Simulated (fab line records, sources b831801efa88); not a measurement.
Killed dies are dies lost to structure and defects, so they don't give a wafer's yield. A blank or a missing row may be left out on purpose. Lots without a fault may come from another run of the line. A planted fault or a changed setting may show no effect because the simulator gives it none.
Split-lot experiment | flow sky130 | 5 lots, 23 wafers read, on a route of 708 steps

THE SPLIT
At SKY_VIA2_SPUTTER_20 (material TiN, target thk 20 nm, time 80 s), the setting time_s was moved away from the recipe's 80 s on 7 of the 23 wafers read, by -11.8% to +11.8%. The other wafers ran this setting at the recipe's value.

The reading is taken at the split's own step.

THE READING
TiN_of_VIA2_SPUTTER_20.thk_nm (the simulator's own value, which no gauge read), in nm, at SKY_VIA2_SPUTTER_20 (material TiN, target thk 20 nm, time 80 s). The file gives no usual value for it. The 16 wafers here that ran the recipe average 20.05 nm, standard deviation 0.15 nm.

wafer  | tool, chamber at the split | time_s as run, s | against the recipe | TiN_of_VIA2_SPUTTER_20.thk_nm, nm | against lot-mates on the recipe
L074.1 | pvd_sputter-03, -          | 80               | recipe             | 19.96                             | -
L074.2 | pvd_sputter-03, -          | 80               | recipe             | 20.51                             | -
L074.3 | pvd_sputter-03, -          | 89.44            | +11.8%             | 22.21                             | +2.05
L074.4 | pvd_sputter-03, -          | 89.44            | +11.8%             | 22.77                             | +2.61
L074.5 | pvd_sputter-03, -          | 80               | recipe             | 20.01                             | -
L076.1 | pvd_sputter-02, -          | 80               | recipe             | 20.08                             | -
L076.2 | pvd_sputter-02, -          | 80               | recipe             | 20.04                             | -
L076.3 | pvd_sputter-02, -          | 73.51            | -8.1%              | 18.61                             | -1.48
L076.5 | pvd_sputter-02, -          | 80               | recipe             | 20.15                             | -
L076.6 | pvd_sputter-02, -          | 73.51            | -8.1%              | 18.33                             | -1.76
L079.1 | pvd_sputter-04, -          | 80               | recipe             | 19.96                             | -
L079.3 | pvd_sputter-04, -          | 80               | recipe             | 19.87                             | -
L079.5 | pvd_sputter-04, -          | 80               | recipe             | 19.76                             | -
L082.1 | pvd_sputter-04, -          | 70.55            | -11.8%             | 17.76                             | -2.28
L082.5 | pvd_sputter-04, -          | 70.55            | -11.8%             | 17.76                             | -2.28
L082.2 | pvd_sputter-04, -          | 80               | recipe             | 20.08                             | -
L082.4 | pvd_sputter-04, -          | 80               | recipe             | 20                                | -
L082.6 | pvd_sputter-04, -          | 70.55            | -11.8%             | 17.53                             | -2.51
L084.1 | pvd_sputter-03, -          | 80               | recipe             | 20.08                             | -
L084.5 | pvd_sputter-03, -          | 80               | recipe             | 20.08                             | -
L084.2 | pvd_sputter-03, -          | 80               | recipe             | 20.09                             | -
L084.4 | pvd_sputter-03, -          | 80               | recipe             | 20.05                             | -
L084.6 | pvd_sputter-03, -          | 80               | recipe             | 20.06                             | -

THE FIT
A straight line over all 23 wafers: TiN_of_VIA2_SPUTTER_20.thk_nm changes by +0.202 nm for each +1% of time_s; r = +0.99; the points scatter about the line by 0.17 nm.
The same after taking each lot's own level away (the mean of its wafers on the recipe; 23 wafers): +0.199 nm for each +1%; r = +0.99; scatter 0.15 nm.
On that fit, the largest move of time_s shifts the reading by 2.3 nm.
The lots' own levels span 19.863 to 20.160 nm, that is 2.0 times the standard deviation above.
So the lot-to-lot level changes the slope little: the two slopes agree.
Check: with one of the wafers moved furthest among these (-11.8%) left out of the fit, the line predicts -2.37 nm for it against its lot-mates. It came out at -2.28 nm against them.

OTHER SPLITS ON THESE WAFERS
These wafers also went through other splits before the reading. Each is held against what the fit with the lots' levels taken away leaves over:
other split on the same wafers | wafers away from the commonest value | r with TiN_of_VIA2_SPUTTER_20.thk_nm (lot level and that fit taken away)
SKY_METAL2_SPUTTER_02 power_w  | 8                                    | +0.08
SKY_VIA2_COAT_07 spin_rpm      | 6                                    | +0.41
SKY_VIA2_ETCH_14 bias_w        | 8                                    | +0.15

THE FILE'S OWN FIT
TiN_of_VIA2_SPUTTER_20.thk_nm changes by +0.199 nm for each +1% of time_s, r = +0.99.
